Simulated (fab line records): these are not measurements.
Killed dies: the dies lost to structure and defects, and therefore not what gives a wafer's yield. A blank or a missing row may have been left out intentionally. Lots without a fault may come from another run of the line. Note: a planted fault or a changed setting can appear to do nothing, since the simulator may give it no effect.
Chamber matching / flow sky130 / 4 sister chambers for SKY_CONTACT_ETCH_16 on rie-diel-03
The step etches BARC in N2/H2, stops on SiO2, time 45.9 s, target depth 60 nm. 18 wafers are shown with their chamber, then 9 later ones without.

## WAFERS WITH THEIR CHAMBER
wafer=L074.2; chamber=1; drypump-motor-current-A (A)=5.1; throttle-valve-pct (%)=13.220; oes-product-au (a.u.)=0.853
wafer=L074.3; chamber=0; drypump-motor-current-A (A)=5.6; throttle-valve-pct (%)=13.225; oes-product-au (a.u.)=0.852
wafer=L074.6; chamber=0; drypump-motor-current-A (A)=5.7; throttle-valve-pct (%)=13.233; oes-product-au (a.u.)=0.855
wafer=L076.1; chamber=2; drypump-motor-current-A (A)=5.8; throttle-valve-pct (%)=13.236; oes-product-au (a.u.)=0.858
wafer=L076.2; chamber=1; drypump-motor-current-A (A)=5.2; throttle-valve-pct (%)=13.227; oes-product-au (a.u.)=0.854
wafer=L076.5; chamber=3; drypump-motor-current-A (A)=6.2; throttle-valve-pct (%)=13.219; oes-product-au (a.u.)=0.851
wafer=L080.1; chamber=2; drypump-motor-current-A (A)=5.8; throttle-valve-pct (%)=13.237; oes-product-au (a.u.)=0.850
wafer=L080.4; chamber=2; drypump-motor-current-A (A)=5.8; throttle-valve-pct (%)=13.234; oes-product-au (a.u.)=0.850
wafer=L080.6; chamber=0; drypump-motor-current-A (A)=5.6; throttle-valve-pct (%)=13.230; oes-product-au (a.u.)=0.851
wafer=L085.3; chamber=1; drypump-motor-current-A (A)=5.2; throttle-valve-pct (%)=13.218; oes-product-au (a.u.)=0.862
wafer=L085.5; chamber=1; drypump-motor-current-A (A)=5.1; throttle-valve-pct (%)=13.230; oes-product-au (a.u.)=0.852
wafer=L085.6; chamber=0; drypump-motor-current-A (A)=5.7; throttle-valve-pct (%)=13.218; oes-product-au (a.u.)=0.863
wafer=L083.1; chamber=2; drypump-motor-current-A (A)=5.8; throttle-valve-pct (%)=13.216; oes-product-au (a.u.)=0.844
wafer=L083.3; chamber=0; drypump-motor-current-A (A)=5.6; throttle-valve-pct (%)=13.244; oes-product-au (a.u.)=0.856
wafer=L083.5; chamber=1; drypump-motor-current-A (A)=5.2; throttle-valve-pct (%)=13.216; oes-product-au (a.u.)=0.854
wafer=L090.2; chamber=2; drypump-motor-current-A (A)=5.8; throttle-valve-pct (%)=13.220; oes-product-au (a.u.)=0.855
wafer=L090.4; chamber=1; drypump-motor-current-A (A)=5.2; throttle-valve-pct (%)=13.240; oes-product-au (a.u.)=0.855
wafer=L090.6; chamber=0; drypump-motor-current-A (A)=5.7; throttle-valve-pct (%)=13.238; oes-product-au (a.u.)=0.845

SIGNATURES (averages over the wafers above)
reading=drypump-motor-current-A; chamber 0=5.650; chamber 1=5.167; chamber 2=5.800; chamber 3=6.200; scatter within a chamber=0.045
reading=throttle-valve-pct; chamber 0=13.23133; chamber 1=13.22517; chamber 2=13.22860; chamber 3=13.21900; scatter within a chamber=0.00935
reading=oes-product-au; chamber 0=0.85367; chamber 1=0.85500; chamber 2=0.85140; chamber 3=0.85100; scatter within a chamber=0.00506
Rule: a wafer's distance from a chamber is the root of the sum, over the readings, of the square of ((its reading less the chamber's mean) divided by the reading's scatter). The wafer belongs to the nearest chamber; if the next one is less than 2 further off, it can't be placed. The scatter: the root of (the sum of the squares of (reading less its chamber's mean) over the shown wafers, divided by (wafers less chambers)).

## WAFERS MISSING THEIR CHAMBER
wafer=L094.2; drypump-motor-current-A (A)=6.2; throttle-valve-pct (%)=13.216; oes-product-au (a.u.)=0.858
wafer=L094.4; drypump-motor-current-A (A)=5.7; throttle-valve-pct (%)=13.220; oes-product-au (a.u.)=0.864
wafer=L094.5; drypump-motor-current-A (A)=6.2; throttle-valve-pct (%)=13.230; oes-product-au (a.u.)=0.854
wafer=L095.1; drypump-motor-current-A (A)=6.2; throttle-valve-pct (%)=13.232; oes-product-au (a.u.)=0.861
wafer=L095.3; drypump-motor-current-A (A)=5.6; throttle-valve-pct (%)=13.224; oes-product-au (a.u.)=0.853
wafer=L095.5; drypump-motor-current-A (A)=5.6; throttle-valve-pct (%)=13.224; oes-product-au (a.u.)=0.854
wafer=L096.1; drypump-motor-current-A (A)=6.2; throttle-valve-pct (%)=13.220; oes-product-au (a.u.)=0.850
wafer=L096.3; drypump-motor-current-A (A)=5.8; throttle-valve-pct (%)=13.207; oes-product-au (a.u.)=0.863
wafer=L096.5; drypump-motor-current-A (A)=5.6; throttle-valve-pct (%)=13.204; oes-product-au (a.u.)=0.851

## WHICH CHAMBER EACH WENT THROUGH
wafer=L094.2; from the rows above=3; in truth=3
wafer=L094.4; from the rows above=can't be placed: 0 or 2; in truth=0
wafer=L094.5; from the rows above=3; in truth=3
wafer=L095.1; from the rows above=3; in truth=3
wafer=L095.3; from the rows above=0; in truth=0
wafer=L095.5; from the rows above=0; in truth=0
wafer=L096.1; from the rows above=3; in truth=3
wafer=L096.3; from the rows above=can't be placed: 2 or 0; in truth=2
wafer=L096.5; from the rows above=can't be placed: 0 or 2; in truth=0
Correct placement for 6 of the 9. Cannot be placed on the basis of these rows: 3; the candidates contain the true chamber in 3. 0 placed wrongly.
